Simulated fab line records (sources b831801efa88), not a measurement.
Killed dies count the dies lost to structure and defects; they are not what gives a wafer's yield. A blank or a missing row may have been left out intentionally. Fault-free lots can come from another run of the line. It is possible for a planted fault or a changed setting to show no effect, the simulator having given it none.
Matching of chambers | flow gf180mcu | cmp-01 running GF_V1_CMP_26: 4 sister chambers
The step polishes, stops on SiO2, t overpolish 15 s, target thk 0 nm. 4 wafers are shown with their chamber, then 7 later ones without.

== EACH WAFER AND ITS CHAMBER ==
wafer  | chamber | motorCurrentA (A)
L080.2 | 3       | 11.6
L080.6 | 2       | 10.8
L088.4 | 0       | 12.2
L088.5 | 1       | 11.4

== WAFERS WHOSE CHAMBER IS MISSING ==
wafer  | motorCurrentA (A)
L088.6 | 12.6
L091.3 | 12.3
L091.4 | 11.7
L091.6 | 11.9
L094.3 | 11.1
L094.4 | 11.9
L094.6 | 12.7

== EACH ONE'S CHAMBER ==
wafer  | from the rows above          | in truth
L088.6 | can't be placed: 0 or 3      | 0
L091.3 | can't be placed: 0 or 3      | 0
L091.4 | can't be placed: 3 or 1 or 0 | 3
L091.6 | can't be placed: 0 or 3 or 1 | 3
L094.3 | can't be placed: 2 or 1 or 3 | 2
L094.4 | can't be placed: 0 or 3 or 1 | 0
L094.6 | can't be placed: 0 or 3      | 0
Correctly placed: 0 of 7. These rows do not allow placing 7 (true chamber among the candidates in 7). Placed wrongly: 0.
How it was worked out, from the rows above alone: a wafer's distance from a chamber is the root of the sum, over the readings, of the square of ((its reading less the chamber's mean) divided by the reading's scatter). The wafer belongs to the nearest chamber; if the next one is less than 2 further off, it can't be placed. The mean given for a chamber averages the wafers shown for that chamber. The scatter: with one shown wafer a chamber, the root of the mean of the squares of how far each hidden wafer lies from its nearest shown one.
